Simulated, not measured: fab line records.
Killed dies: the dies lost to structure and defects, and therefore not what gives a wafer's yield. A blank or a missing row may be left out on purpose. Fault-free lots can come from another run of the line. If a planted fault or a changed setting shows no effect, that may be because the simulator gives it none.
The tool behind it: which one? + flow sky130 + 12 lots with 36 wafers sampled at 5 steps, on a route of 708 steps

WHAT THE GAUGES SHOWED, per wafer
SKY_SPACER_THK_MEAS_01.
| lot  | measured     | on           | SPACER_CVD_00_THK (nm) |
|------|--------------|--------------|------------------------|
| L360 | day 23 12:09 | filmMetro-02 | 43.2 43.3 43.1         |
| L362 | day 24 07:31 | filmMetro-01 | 43.8 43.9 43.2         |
| L366 | day 25 20:22 | filmMetro-03 | 43.6 43.4 43.5         |
| L367 | day 26 05:28 | filmMetro-03 | 43.6 43.2 43.6         |
| L368 | day 26 13:28 | filmMetro-01 | 43.4 43.3 42.9         |
| L374 | day 28 13:21 | filmMetro-02 | 43.1 42.7 42.9         |
| L376 | day 29 00:37 | filmMetro-03 | 42.5 42.9 42.6         |
| L377 | day 29 14:16 | filmMetro-02 | 43.5 43.5 43.6         |
| L378 | day 29 19:41 | filmMetro-01 | 42.7 42.8 42.5         |
| L380 | day 30 10:52 | filmMetro-02 | 42.8 43.2 43.3         |
| L381 | day 30 14:59 | filmMetro-02 | 43.1 43.4 43.5         |
| L382 | day 30 23:55 | filmMetro-03 | 42.5 42.8 42.7         |

SKY_SD_N_CD_MEAS_07: the cd target is 380 nm.
| lot  | measured     | on       | cdNm (nm)         |
|------|--------------|----------|-------------------|
| L360 | day 28 10:40 | cdSem-02 | 382.0 382.5 383.6 |
| L362 | day 29 05:44 | cdSem-02 | 381.8 382.2 383.8 |
| L366 | day 30 14:44 | cdSem-01 | 379.7 379.9 378.5 |
| L367 | day 31 00:04 | cdSem-02 | 379.3 374.0 378.4 |
| L368 | day 31 07:26 | cdSem-01 | 379.9 377.6 381.7 |
| L374 | day 33 03:48 | cdSem-01 | 383.1 381.9 381.5 |
| L376 | day 33 13:59 | cdSem-02 | 379.3 381.5 383.2 |
| L377 | day 34 02:52 | cdSem-02 | 379.3 378.7 377.6 |
| L378 | day 34 07:55 | cdSem-02 | 377.5 377.3 378.5 |
| L380 | day 35 00:02 | cdSem-02 | 379.3 381.3 376.5 |
| L381 | day 35 04:07 | cdSem-02 | 379.9 381.0 382.6 |
| L382 | day 35 10:05 | cdSem-02 | 382.3 382.6 381.5 |

SKY_SD_N_OVL_MEAS_08.
| lot  | measured     | on         | SD_N_OVL (nm)  |
|------|--------------|------------|----------------|
| L360 | day 28 10:47 | overlay-01 | -2.5 -1.9 -2.5 |
| L362 | day 29 05:51 | overlay-01 | 0.6 0.9 0.7    |
| L366 | day 30 14:51 | overlay-01 | -0.1 -0.1 -1.0 |
| L367 | day 31 00:11 | overlay-02 | -0.9 -1.9 -2.1 |
| L368 | day 31 07:31 | overlay-02 | 0.6 1.8 1.9    |
| L374 | day 33 03:53 | overlay-02 | 0.2 1.2 2.4    |
| L376 | day 33 14:05 | overlay-01 | 0.6 3.7 2.3    |
| L377 | day 34 02:59 | overlay-02 | -0.5 1.2 2.1   |
| L378 | day 34 08:02 | overlay-02 | 1.0 1.3 0.4    |
| L380 | day 35 00:08 | overlay-01 | 0.9 0.0 -0.1   |
| L381 | day 35 04:14 | overlay-02 | -0.4 -1.2 0.7  |
| L382 | day 35 10:10 | overlay-02 | 0.1 -0.2 -1.0  |

WHICH TOOL RAN EACH LOT (tool, then ch and the chambers of the sampled wafers, then the start)
| lot  | SKY_RES_XHIGH_COAT_02            | SKY_RES_XHIGH_STRIP_08              |
|------|----------------------------------|-------------------------------------|
| L360 | lithoTrack-01 ch 0, day 26 14:31 | plasmaAsher-04 ch 0,1, day 27 05:49 |
| L362 | lithoTrack-01 ch 0, day 27 10:52 | plasmaAsher-04 ch 0, day 28 00:58   |
| L366 | lithoTrack-01 ch 0, day 28 21:37 | plasmaAsher-03 ch 0,1, day 29 11:37 |
| L367 | lithoTrack-03 ch 0, day 29 05:48 | plasmaAsher-01 ch 0,1, day 29 20:00 |
| L368 | lithoTrack-01 ch 0, day 29 12:47 | plasmaAsher-03 ch 0,1, day 30 03:41 |
| L374 | lithoTrack-04 ch 0, day 31 11:49 | plasmaAsher-01 ch 0,1, day 32 01:32 |
| L376 | lithoTrack-03 ch 0, day 31 21:17 | plasmaAsher-01 ch 0,1, day 32 11:39 |
| L377 | lithoTrack-01 ch 0, day 32 12:04 | plasmaAsher-01 ch 0,1, day 33 01:18 |
| L378 | lithoTrack-04 ch 0, day 32 16:40 | plasmaAsher-04 ch 0,1, day 33 06:25 |
| L380 | lithoTrack-04 ch 0, day 33 07:59 | plasmaAsher-01 ch 0,1, day 33 21:39 |
| L381 | lithoTrack-01 ch 0, day 33 12:46 | plasmaAsher-04 ch 0,1, day 34 01:45 |
| L382 | lithoTrack-04 ch 0, day 33 19:17 | plasmaAsher-01 ch 0,1, day 34 08:33 |
- SKY_RES_XHIGH_COAT_02: resist thk 1140 nm.
- SKY_RES_XHIGH_STRIP_08: strips in O2/N2.

AS READ BY THE TOOLS THEMSELVES (means over the sampled wafers that have a number; for cases with no such wafer, the mark the record gives instead)
SKY_RES_XHIGH_COAT_02.
| lot  | tool          | chillPlateTempC (C) | resistLineTempC (C) | spinSpeedRpm (rpm) |
|------|---------------|---------------------|---------------------|--------------------|
| L360 | lithoTrack-01 | 22.94               | 22.94               | 3000.6             |
| L362 | lithoTrack-01 | 23.04               | 22.86               | 2998.4             |
| L366 | lithoTrack-01 | 22.88               | 23.09               | 2514.9             |
| L367 | lithoTrack-03 | 22.99               | 23.03               | 2999.2             |
| L368 | lithoTrack-01 | 22.99               | 23.00               | 2514.3             |
| L374 | lithoTrack-04 | 22.96               | 23.04               | 3002.9             |
| L376 | lithoTrack-03 | 23.08               | 23.05               | 2999.1             |
| L377 | lithoTrack-01 | 22.80               | 22.96               | 3000.1             |
| L378 | lithoTrack-04 | 22.93               | 22.92               | 2999.7             |
| L380 | lithoTrack-04 | 23.08               | 22.98               | 2999.3             |
| L381 | lithoTrack-01 | 23.09               | 22.84               | 2999.0             |
| L382 | lithoTrack-04 | 22.98               | 22.97               | 3000.9             |

SKY_RES_XHIGH_STRIP_08.
| lot  | tool           | drypumpMotorCurrentA (A) | o2FlowSccm (sccm) | oesProductAu (a.u.) | stripTimeToEndpointS (s) |
|------|----------------|--------------------------|-------------------|---------------------|--------------------------|
| L360 | plasmaAsher-04 | 5.7                      | 2993              | 0.710               | 14.32                    |
| L362 | plasmaAsher-04 | 5.6                      | 3000              | 0.712               | 14.23                    |
| L366 | plasmaAsher-03 | 5.4                      | 3006              | 0.715               | 15.44                    |
| L367 | plasmaAsher-01 | 5.8                      | 2996              | 0.711               | 14.26                    |
| L368 | plasmaAsher-03 | 5.4                      | 3001              | 0.715               | 15.42                    |
| L374 | plasmaAsher-01 | 6.1                      | 2999              | 0.708               | 14.27                    |
| L376 | plasmaAsher-01 | 5.9                      | 2995              | 0.709               | 14.30                    |
| L377 | plasmaAsher-01 | 5.8                      | 3004              | 0.712               | 14.24                    |
| L378 | plasmaAsher-04 | 5.7                      | 3008              | 0.710               | 14.30                    |
| L380 | plasmaAsher-01 | 6.1                      | 2998              | 0.709               | 14.28                    |
| L381 | plasmaAsher-04 | 5.7                      | 2998              | 0.713               | 14.29                    |
| L382 | plasmaAsher-01 | 6.1                      | 3004              | 0.716               | 14.34                    |

THE ANSWER, worked out from the rows above alone
Rule: what is usual is taken from the lots themselves. The widest of any qualifying gaps counts: lots, ordered by their means at a reading, are off when they make up no more than a third of the lots, leave a main group of 4 or more, and stand apart from it by 3 or more times the standard deviation of that group's means. If all means in a main group match to the digits the tables above print for the reading, that group is not used. A lot without any number at a reading at which 4 lots or more have one is off too. Where the step has rows for the other lots, those lots are counted as sound. First the gauges in route order, then the tools' own readings, where a lot's mean is used as printed above. The first step at which some lot is off is used, and at that step the reading that is off furthest; a lot without a number counts as furthest.
Off, at SKY_RES_XHIGH_COAT_02 on spinSpeedRpm: L366, L368. For the main group the mean is 2999.9 rpm and the standard deviation 1.2.
A tool fits if, at that step or a process step before it, it ran every lot that is off, and no sound lot after the first of them. None of those tried fits.

WHAT THE SIMULATOR PUT IN
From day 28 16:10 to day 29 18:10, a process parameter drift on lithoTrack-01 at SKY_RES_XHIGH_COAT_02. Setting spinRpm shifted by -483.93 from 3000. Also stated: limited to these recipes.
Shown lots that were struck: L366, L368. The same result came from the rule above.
